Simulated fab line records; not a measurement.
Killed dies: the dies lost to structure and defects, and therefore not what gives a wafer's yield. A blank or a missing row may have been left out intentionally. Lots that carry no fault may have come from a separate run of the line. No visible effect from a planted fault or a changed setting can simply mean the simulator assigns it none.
fab line records / flow sky130 / part 2 of 2: steps 31 to 41 of 41
[record] lots = 5 wafers = 15 last_day = 50
route steps=708 shown NWELL@64 PWDE@84 VT_ADJUST_HVTP@85 VT_ADJUST_LVTN@97
lots that met no fault: from a run of the same line without faults
start_h: start of the lot's first displayed wafer, in hours after the record's first day / wait_h: hours elapsed since this lot's preceding step / " as in the row above / L1.1+2: one row covering several wafers at once / - no value, or no start was given / * or withheld: withheld / < > ~ a bound
route shown NAME@n: a module of which the file shows steps, and the number in the route of the first / usual: the fault-free wafers' mean and standard deviation / same: alike in all rows / chamber/n: place in a boat / sites: each site's reading / _std_site: the values' standard deviation / _edge_site: the outer-site mean with the inner-site mean subtracted / radius_mm: how far each site lies from the wafer's centre / mask NAME#n: copy n / behind: tool/chamber where the wafer was last shaped / hold: what put the lot on hold/how long, in hours/how the hold closed / device: the transistor (n, p or np) that didn't switch / end of line: tests run on the same wafers once the route is complete / a step given without rows: its recipe and nothing more / killed: count of dies lost to structure and defects at first sort (not the wafer's yield) / map: shows each die of a wafer: x if killed, . if not, _ if none is there
set.NAME: the run value of the setting; set.NAME@STEP: its run value at that earlier step / model.NAME: the simulator's own value behind a step, which no gauge read
lots at some steps of the route; a table a step, a row a wafer
services: from which hour (start_h, from the record's first day; less than 0 if before it) a tool's chamber was out of use, for how many hours, and why
[[steps]]
[step SKY_VT_ADJUST_HVTP_STRIP_10]
[recipe] chemistry = O2/N2 power_w = 1400 pressure_mtorr = 1500 platen_temp_c = withheld o2_flow_sccm = 3000 n2_flow_sccm = 300 overash_fraction = 0.5
[usual] chamber_pressure_mTorr = 1500.0/1.6 drypump_motor_current_A = 5.8/0.46 oes_product_au = 0.716/0.0048 strip_time_to_endpoint_s = 14.15/0.04
lot.wafer=L076.2 tool=plasma_asher-04 chamber=0 start_h=144.85 wait_h=0.1 chamber_pressure_mTorr=1502.2 drypump_motor_current_A=6.4 oes_product_au=0.719 rf_hours_counter_h=43 strip_time_to_endpoint_s=14.01
lot.wafer=L076.4 tool=plasma_asher-04 chamber=0 start_h=144.85 wait_h=0.1 chamber_pressure_mTorr=1497.6 drypump_motor_current_A=6.4 oes_product_au=0.712 rf_hours_counter_h=- strip_time_to_endpoint_s=14.11
lot.wafer=L076.6 tool=plasma_asher-04 chamber=1 start_h=144.85 wait_h=0.1 chamber_pressure_mTorr=1498.5 drypump_motor_current_A=6.1 oes_product_au=0.715 rf_hours_counter_h=- strip_time_to_endpoint_s=14.10
lot.wafer=L080.4 tool=plasma_asher-04 chamber=1 start_h=169.51 wait_h=0.1 chamber_pressure_mTorr=1498.6 drypump_motor_current_A=6.1 oes_product_au=0.716 rf_hours_counter_h=- strip_time_to_endpoint_s=14.18
lot.wafer=L080.5 tool=plasma_asher-04 chamber=1 start_h=169.51 wait_h=0.1 chamber_pressure_mTorr=1498.3 drypump_motor_current_A=6.1 oes_product_au=0.716 rf_hours_counter_h=- strip_time_to_endpoint_s=14.20
lot.wafer=L080.6 tool=plasma_asher-04 chamber=0 start_h=169.51 wait_h=0.1 chamber_pressure_mTorr=1499.9 drypump_motor_current_A=6.4 oes_product_au=0.718 rf_hours_counter_h=- strip_time_to_endpoint_s=14.19
lot.wafer=L086.3 tool=plasma_asher-04 chamber=0 start_h=207.96 wait_h=0.1 chamber_pressure_mTorr=1500.1 drypump_motor_current_A=6.4 oes_product_au=0.707 rf_hours_counter_h=- strip_time_to_endpoint_s=14.16
lot.wafer=L086.5 tool=plasma_asher-04 chamber=0 start_h=207.96 wait_h=0.1 chamber_pressure_mTorr=1500.3 drypump_motor_current_A=6.4 oes_product_au=0.718 rf_hours_counter_h=- strip_time_to_endpoint_s=14.18
lot.wafer=L086.6 tool=plasma_asher-04 chamber=1 start_h=207.96 wait_h=0.1 chamber_pressure_mTorr=1503.3 drypump_motor_current_A=6.1 oes_product_au=0.712 rf_hours_counter_h=- strip_time_to_endpoint_s=14.15
lot.wafer=L093.1 tool=plasma_asher-02 chamber=1 start_h=253.92 wait_h=0.1 chamber_pressure_mTorr=1498.8 drypump_motor_current_A=5.2 oes_product_au=0.708 rf_hours_counter_h=45 strip_time_to_endpoint_s=14.21
lot.wafer=L093.2 tool=plasma_asher-02 chamber=0 start_h=253.92 wait_h=0.1 chamber_pressure_mTorr=1501.3 drypump_motor_current_A=5.5 oes_product_au=0.715 rf_hours_counter_h=45 strip_time_to_endpoint_s=14.20
lot.wafer=L093.3 tool=plasma_asher-02 chamber=0 start_h=253.92 wait_h=0.1 chamber_pressure_mTorr=1500.0 drypump_motor_current_A=5.4 oes_product_au=0.715 rf_hours_counter_h=- strip_time_to_endpoint_s=14.19
lot.wafer=L094.1 tool=plasma_asher-03 chamber=1 start_h=260.82 wait_h=0.1 chamber_pressure_mTorr=1502.8 drypump_motor_current_A=6.1 oes_product_au=0.713 rf_hours_counter_h=52 strip_time_to_endpoint_s=14.16
lot.wafer=L094.2 tool=plasma_asher-03 chamber=0 start_h=260.82 wait_h=0.1 chamber_pressure_mTorr=1499.9 drypump_motor_current_A=5.4 oes_product_au=0.714 rf_hours_counter_h=52 strip_time_to_endpoint_s=14.12
lot.wafer=L094.6 tool=plasma_asher-03 chamber=0 start_h=260.82 wait_h=0.1 chamber_pressure_mTorr=1500.4 drypump_motor_current_A=5.4 oes_product_au=0.720 rf_hours_counter_h=- strip_time_to_endpoint_s=14.15
[step SKY_VT_ADJUST_HVTP_TW_MEAS_11]
[usual] VT_ADJUST_HVTP_TW = 1351/13
lot.wafer=L076.2 tool=film_metro-01 chamber=- start_h=144.96 wait_h=0.1 VT_ADJUST_HVTP_TW=1350
lot.wafer=L076.4 tool=film_metro-01 chamber=- start_h=144.96 wait_h=0.1 VT_ADJUST_HVTP_TW=1352
lot.wafer=L076.6 tool=film_metro-01 chamber=- start_h=144.96 wait_h=0.1 VT_ADJUST_HVTP_TW=1356
lot.wafer=L080.4 tool=film_metro-04 chamber=- start_h=169.60 wait_h=0.1 VT_ADJUST_HVTP_TW=1334
lot.wafer=L080.5 tool=film_metro-04 chamber=- start_h=169.60 wait_h=0.1 VT_ADJUST_HVTP_TW=1332
lot.wafer=L080.6 tool=film_metro-04 chamber=- start_h=169.60 wait_h=0.1 VT_ADJUST_HVTP_TW=1335
lot.wafer=L086.3 tool=film_metro-02 chamber=- start_h=208.04 wait_h=0.1 VT_ADJUST_HVTP_TW=1366
lot.wafer=L086.5 tool=film_metro-02 chamber=- start_h=208.04 wait_h=0.1 VT_ADJUST_HVTP_TW=1361
lot.wafer=L086.6 tool=film_metro-02 chamber=- start_h=208.04 wait_h=0.1 VT_ADJUST_HVTP_TW=1363
lot.wafer=L093.1 tool=film_metro-01 chamber=- start_h=254.02 wait_h=0.1 VT_ADJUST_HVTP_TW=1352
lot.wafer=L093.2 tool=film_metro-01 chamber=- start_h=254.02 wait_h=0.1 VT_ADJUST_HVTP_TW=1350
lot.wafer=L093.3 tool=film_metro-01 chamber=- start_h=254.02 wait_h=0.1 VT_ADJUST_HVTP_TW=1357
lot.wafer=L094.1 tool=film_metro-02 chamber=- start_h=260.92 wait_h=0.1 VT_ADJUST_HVTP_TW=1366
lot.wafer=L094.2 tool=film_metro-02 chamber=- start_h=260.92 wait_h=0.1 VT_ADJUST_HVTP_TW=1365
lot.wafer=L094.6 tool=film_metro-02 chamber=- start_h=260.92 wait_h=0.1 VT_ADJUST_HVTP_TW=1365
[step SKY_VT_ADJUST_LVTN_DEHYDRATE_00]
[recipe] temp_c = 200 time_s = 60
[same] time_s = 60
lot.wafer=L076.2+4+6 tool=litho_track-03 chamber=0 start_h=153.82 wait_h=8.8
lot.wafer=L080.4+5+6 tool=litho_track-03 chamber=0 start_h=179.87 wait_h=10.3
lot.wafer=L086.3+5+6 tool=litho_track-02 chamber=0 start_h=218.52 wait_h=10.5
lot.wafer=L093.1+2+3 tool=litho_track-03 chamber=0 start_h=265.19 wait_h=11.2
lot.wafer=L094.1+2+6 tool=litho_track-03 chamber=0 start_h=272.24 wait_h=11.3
[step SKY_VT_ADJUST_LVTN_HMDS_01]
[recipe] prime_time_s = 60 prime_temp_c = 120
[usual] prime_temp_c = 119.96/0.14
lot.wafer=L076.2 tool=litho_track-03 chamber=0 start_h=153.97 wait_h=0.1 prime_temp_c=120.14
lot.wafer=L076.4 tool=litho_track-03 chamber=0 start_h=153.97 wait_h=0.1 prime_temp_c=120.00
lot.wafer=L076.6 tool=litho_track-03 chamber=0 start_h=153.97 wait_h=0.1 prime_temp_c=119.92
lot.wafer=L080.4 tool=litho_track-03 chamber=0 start_h=180.02 wait_h=0.1 prime_temp_c=120.08
lot.wafer=L080.5 tool=litho_track-03 chamber=0 start_h=180.02 wait_h=0.1 prime_temp_c=120.16
lot.wafer=L080.6 tool=litho_track-03 chamber=0 start_h=180.02 wait_h=0.1 prime_temp_c=120.07
lot.wafer=L086.3 tool=litho_track-02 chamber=0 start_h=218.67 wait_h=0.1 prime_temp_c=119.78
lot.wafer=L086.5 tool=litho_track-02 chamber=0 start_h=218.67 wait_h=0.1 prime_temp_c=119.94
lot.wafer=L086.6 tool=litho_track-02 chamber=0 start_h=218.67 wait_h=0.1 prime_temp_c=119.80
lot.wafer=L093.1 tool=litho_track-03 chamber=0 start_h=265.34 wait_h=0.1 prime_temp_c=119.94
lot.wafer=L093.2 tool=litho_track-03 chamber=0 start_h=265.34 wait_h=0.1 prime_temp_c=120.00
lot.wafer=L093.3 tool=litho_track-03 chamber=0 start_h=265.34 wait_h=0.1 prime_temp_c=119.97
lot.wafer=L094.1 tool=litho_track-03 chamber=0 start_h=272.39 wait_h=0.1 prime_temp_c=119.57
lot.wafer=L094.2 tool=litho_track-03 chamber=0 start_h=272.39 wait_h=0.1 prime_temp_c=119.60
lot.wafer=L094.6 tool=litho_track-03 chamber=0 start_h=272.39 wait_h=0.1 prime_temp_c=119.74
[step SKY_VT_ADJUST_LVTN_COAT_02]
[recipe] spin_rpm = 2000 resist_thk_nm = 3000
[usual] dispense_pressure_kPa = 48.8/0.91
lot.wafer=L076.2 tool=litho_track-03 chamber=0 start_h=154.12 wait_h=0.1 dispense_pressure_kPa=48.8
lot.wafer=L076.4 tool=litho_track-03 chamber=0 start_h=154.12 wait_h=0.1 dispense_pressure_kPa=48.8
lot.wafer=L076.6 tool=litho_track-03 chamber=0 start_h=154.12 wait_h=0.1 dispense_pressure_kPa=48.8
lot.wafer=L080.4 tool=litho_track-03 chamber=0 start_h=180.17 wait_h=0.1 dispense_pressure_kPa=48.8
lot.wafer=L080.5 tool=litho_track-03 chamber=0 start_h=180.17 wait_h=0.1 dispense_pressure_kPa=48.8
lot.wafer=L080.6 tool=litho_track-03 chamber=0 start_h=180.17 wait_h=0.1 dispense_pressure_kPa=48.8
lot.wafer=L086.3 tool=litho_track-02 chamber=0 start_h=218.82 wait_h=0.1 dispense_pressure_kPa=47.7
lot.wafer=L086.5 tool=litho_track-02 chamber=0 start_h=218.82 wait_h=0.1 dispense_pressure_kPa=47.7
lot.wafer=L086.6 tool=litho_track-02 chamber=0 start_h=218.82 wait_h=0.1 dispense_pressure_kPa=47.7
lot.wafer=L093.1 tool=litho_track-03 chamber=0 start_h=265.49 wait_h=0.1 dispense_pressure_kPa=48.8
lot.wafer=L093.2 tool=litho_track-03 chamber=0 start_h=265.49 wait_h=0.1 dispense_pressure_kPa=48.8
lot.wafer=L093.3 tool=litho_track-03 chamber=0 start_h=265.49 wait_h=0.1 dispense_pressure_kPa=48.8
lot.wafer=L094.1 tool=litho_track-03 chamber=0 start_h=272.54 wait_h=0.1 dispense_pressure_kPa=48.8
lot.wafer=L094.2 tool=litho_track-03 chamber=0 start_h=272.54 wait_h=0.1 dispense_pressure_kPa=48.8
lot.wafer=L094.6 tool=litho_track-03 chamber=0 start_h=272.54 wait_h=0.1 dispense_pressure_kPa=48.8
[step SKY_VT_ADJUST_LVTN_SOFTBAKE_03]
[recipe] temp_c = 110 time_s = withheld
lot.wafer=L076.2+4+6 tool=litho_track-03 chamber=0 start_h=154.28 wait_h=0.1
lot.wafer=L080.4+5+6 tool=litho_track-03 chamber=0 start_h=180.34 wait_h=0.1
lot.wafer=L086.3+5+6 tool=litho_track-02 chamber=0 start_h=218.98 wait_h=0.1
lot.wafer=L093.1+2+3 tool=litho_track-03 chamber=0 start_h=265.64 wait_h=0.1
lot.wafer=L094.1+2+6 tool=litho_track-03 chamber=0 start_h=272.69 wait_h=0.1
[step SKY_VT_ADJUST_LVTN_EXPOSE_04]
[recipe] mask_id = NWM_COMPLEMENT_LESS_NATIVE na = 0.6 source_shape = conventional sigma_outer = 0.6 polarization = unpolarized target_cd_nm = 840 dose_mj = 194
[usual] focus_offset_nm = 0.0/0.47
lot.wafer=L076.2 tool=iline_stepper-01 chamber=0 start_h=- wait_h=- mask=NWM_COMPLEMENT_LESS_NATIVE#0 focus_offset_nm=0.0
lot.wafer=L076.4 tool=iline_stepper-01 chamber=0 start_h=- wait_h=- mask=NWM_COMPLEMENT_LESS_NATIVE#0 focus_offset_nm=0.0
lot.wafer=L076.6 tool=iline_stepper-01 chamber=0 start_h=- wait_h=- mask=NWM_COMPLEMENT_LESS_NATIVE#0 focus_offset_nm=-0.6
lot.wafer=L080.4 tool=iline_stepper-02 chamber=0 start_h=- wait_h=- mask=NWM_COMPLEMENT_LESS_NATIVE#0 focus_offset_nm=0.4
lot.wafer=L080.5 tool=iline_stepper-02 chamber=0 start_h=- wait_h=- mask=NWM_COMPLEMENT_LESS_NATIVE#0 focus_offset_nm=-0.2
lot.wafer=L080.6 tool=iline_stepper-02 chamber=0 start_h=- wait_h=- mask=NWM_COMPLEMENT_LESS_NATIVE#0 focus_offset_nm=-0.2
lot.wafer=L086.3 tool=iline_stepper-02 chamber=0 start_h=- wait_h=- mask=NWM_COMPLEMENT_LESS_NATIVE#0 focus_offset_nm=0.6
lot.wafer=L086.5 tool=iline_stepper-02 chamber=0 start_h=- wait_h=- mask=NWM_COMPLEMENT_LESS_NATIVE#0 focus_offset_nm=-0.1
lot.wafer=L086.6 tool=iline_stepper-02 chamber=0 start_h=- wait_h=- mask=NWM_COMPLEMENT_LESS_NATIVE#0 focus_offset_nm=0.3
lot.wafer=L093.1 tool=iline_stepper-02 chamber=0 start_h=- wait_h=- mask=NWM_COMPLEMENT_LESS_NATIVE#0 focus_offset_nm=-0.7
lot.wafer=L093.2 tool=iline_stepper-02 chamber=0 start_h=- wait_h=- mask=NWM_COMPLEMENT_LESS_NATIVE#0 focus_offset_nm=-0.3
lot.wafer=L093.3 tool=iline_stepper-02 chamber=0 start_h=- wait_h=- mask=NWM_COMPLEMENT_LESS_NATIVE#0 focus_offset_nm=-1.0
lot.wafer=L094.1 tool=iline_stepper-01 chamber=0 start_h=- wait_h=- mask=NWM_COMPLEMENT_LESS_NATIVE#0 focus_offset_nm=-0.3
lot.wafer=L094.2 tool=iline_stepper-01 chamber=0 start_h=- wait_h=- mask=NWM_COMPLEMENT_LESS_NATIVE#0 focus_offset_nm=-0.9
lot.wafer=L094.6 tool=iline_stepper-01 chamber=0 start_h=- wait_h=- mask=NWM_COMPLEMENT_LESS_NATIVE#0 focus_offset_nm=-0.7
[step SKY_VT_ADJUST_LVTN_PEB_05]
[recipe] temp_c = 115 time_s = withheld
lot.wafer=L076.2+4+6 tool=litho_track-01 chamber=0 start_h=- wait_h=-
lot.wafer=L080.4+5+6 tool=litho_track-02 chamber=0 start_h=- wait_h=-
lot.wafer=L086.3+5+6 tool=litho_track-01 chamber=0 start_h=- wait_h=-
lot.wafer=L093.1+2+3 tool=litho_track-01 chamber=0 start_h=- wait_h=-
lot.wafer=L094.1+2+6 tool=litho_track-02 chamber=0 start_h=- wait_h=-
[step SKY_VT_ADJUST_LVTN_DEVELOP_06]
[recipe] wall_angle_deg = 90 developer = TMAH develop_time_s = 60 dev_temp_c = 23
lot.wafer=L076.2+4+6 tool=litho_track-01 chamber=0 start_h=- wait_h=-
lot.wafer=L080.4+5+6 tool=litho_track-02 chamber=0 start_h=- wait_h=-
lot.wafer=L086.3+5+6 tool=litho_track-01 chamber=0 start_h=- wait_h=-
lot.wafer=L093.1+2+3 tool=litho_track-01 chamber=0 start_h=- wait_h=-
lot.wafer=L094.1+2+6 tool=litho_track-02 chamber=0 start_h=- wait_h=-
[step SKY_VT_ADJUST_LVTN_OVL_MEAS_07]
[usual] VT_ADJUST_LVTN_OVL = -0.5/1.4
lot.wafer=L076.2 tool=overlay-02 chamber=- start_h=165.38 wait_h=- VT_ADJUST_LVTN_OVL[nm]=-0.9
lot.wafer=L076.4 tool=overlay-02 chamber=- start_h=165.38 wait_h=- VT_ADJUST_LVTN_OVL[nm]=-3.5
lot.wafer=L076.6 tool=overlay-02 chamber=- start_h=165.38 wait_h=- VT_ADJUST_LVTN_OVL[nm]=-3.7
lot.wafer=L080.4 tool=overlay-02 chamber=- start_h=191.48 wait_h=- VT_ADJUST_LVTN_OVL[nm]=-1.0
lot.wafer=L080.5 tool=overlay-02 chamber=- start_h=191.48 wait_h=- VT_ADJUST_LVTN_OVL[nm]=-1.6
lot.wafer=L080.6 tool=overlay-02 chamber=- start_h=191.48 wait_h=- VT_ADJUST_LVTN_OVL[nm]=0.2
lot.wafer=L086.3 tool=overlay-02 chamber=- start_h=230.09 wait_h=- VT_ADJUST_LVTN_OVL[nm]=-0.3
lot.wafer=L086.5 tool=overlay-02 chamber=- start_h=230.09 wait_h=- VT_ADJUST_LVTN_OVL[nm]=0.9
lot.wafer=L086.6 tool=overlay-02 chamber=- start_h=230.09 wait_h=- VT_ADJUST_LVTN_OVL[nm]=-0.3
lot.wafer=L093.1 tool=overlay-02 chamber=- start_h=277.98 wait_h=- VT_ADJUST_LVTN_OVL[nm]=-1.4
lot.wafer=L093.2 tool=overlay-02 chamber=- start_h=277.98 wait_h=- VT_ADJUST_LVTN_OVL[nm]=-2.8
lot.wafer=L093.3 tool=overlay-02 chamber=- start_h=277.98 wait_h=- VT_ADJUST_LVTN_OVL[nm]=-1.3
lot.wafer=L094.1 tool=overlay-01 chamber=- start_h=285.77 wait_h=- VT_ADJUST_LVTN_OVL[nm]=0.5
lot.wafer=L094.2 tool=overlay-01 chamber=- start_h=285.77 wait_h=- VT_ADJUST_LVTN_OVL[nm]=0.0
lot.wafer=L094.6 tool=overlay-01 chamber=- start_h=285.77 wait_h=- VT_ADJUST_LVTN_OVL[nm]=-0.3
[step SKY_VT_ADJUST_LVTN_IMPLANT_08]
[recipe] species = B energy_kev = 30 dose_cm2 = 1.57e+12 tilt_deg = withheld
lot.wafer=L076.2+4+6 tool=implanter-04 chamber=0 start_h=165.44 wait_h=0.0
lot.wafer=L080.4+5+6 tool=implanter-04 chamber=0 start_h=191.58 wait_h=0.1
lot.wafer=L086.3+5+6 tool=implanter-04 chamber=0 start_h=230.16 wait_h=0.1
lot.wafer=L093.1+2+3 tool=implanter-01 chamber=0 start_h=278.01 wait_h=0.0
lot.wafer=L094.1+2+6 tool=implanter-01 chamber=0 start_h=285.80 wait_h=0.0
[[services]]
tool=rtp_anneal-01 chamber=- start_h=85.51 hours=4.8 kind=pm
tool=implanter-02 chamber=- start_h=98.30 hours=71.4 kind=pm
tool=plasma_asher-01 chamber=- start_h=108.75 hours=9.0 kind=pm
tool=implanter-03 chamber=- start_h=108.96 hours=0.9 kind=repair
tool=implanter-03 chamber=- start_h=126.17 hours=3.8 kind=repair
tool=wet_bench-02 chamber=- start_h=134.02 hours=1.7 kind=repair
tool=implanter-04 chamber=- start_h=161.18 hours=2.4 kind=pm
tool=iline_stepper-02 chamber=- start_h=167.99 hours=0.6 kind=repair
tool=plasma_asher-02 chamber=- start_h=181.92 hours=0.7 kind=repair
tool=plasma_asher-02 chamber=- start_h=197.13 hours=12.9 kind=repair
tool=iline_stepper-01 chamber=- start_h=202.87 hours=2.1 kind=repair
tool=implanter-04 chamber=- start_h=210.68 hours=19.3 kind=pm
tool=iline_stepper-02 chamber=- start_h=216.34 hours=1.7 kind=pm
tool=implanter-03 chamber=- start_h=222.49 hours=14.6 kind=repair
tool=implanter-04 chamber=- start_h=238.25 hours=2.0 kind=repair
tool=rtp_anneal-02 chamber=- start_h=239.91 hours=1.0 kind=pm
tool=iline_stepper-01 chamber=- start_h=242.81 hours=1.7 kind=pm
tool=rtp_anneal-02 chamber=- start_h=243.70 hours=2.2 kind=repair
tool=wet_bench-02 chamber=- start_h=245.45 hours=3.7 kind=repair
tool=implanter-03 chamber=- start_h=246.97 hours=1.9 kind=repair
tool=implanter-04 chamber=- start_h=250.15 hours=6.0 kind=repair
tool=implanter-04 chamber=- start_h=258.50 hours=4.4 kind=pm
tool=implanter-04 chamber=- start_h=273.89 hours=5.2 kind=repair
tool=implanter-03 chamber=- start_h=279.73 hours=59.7 kind=repair
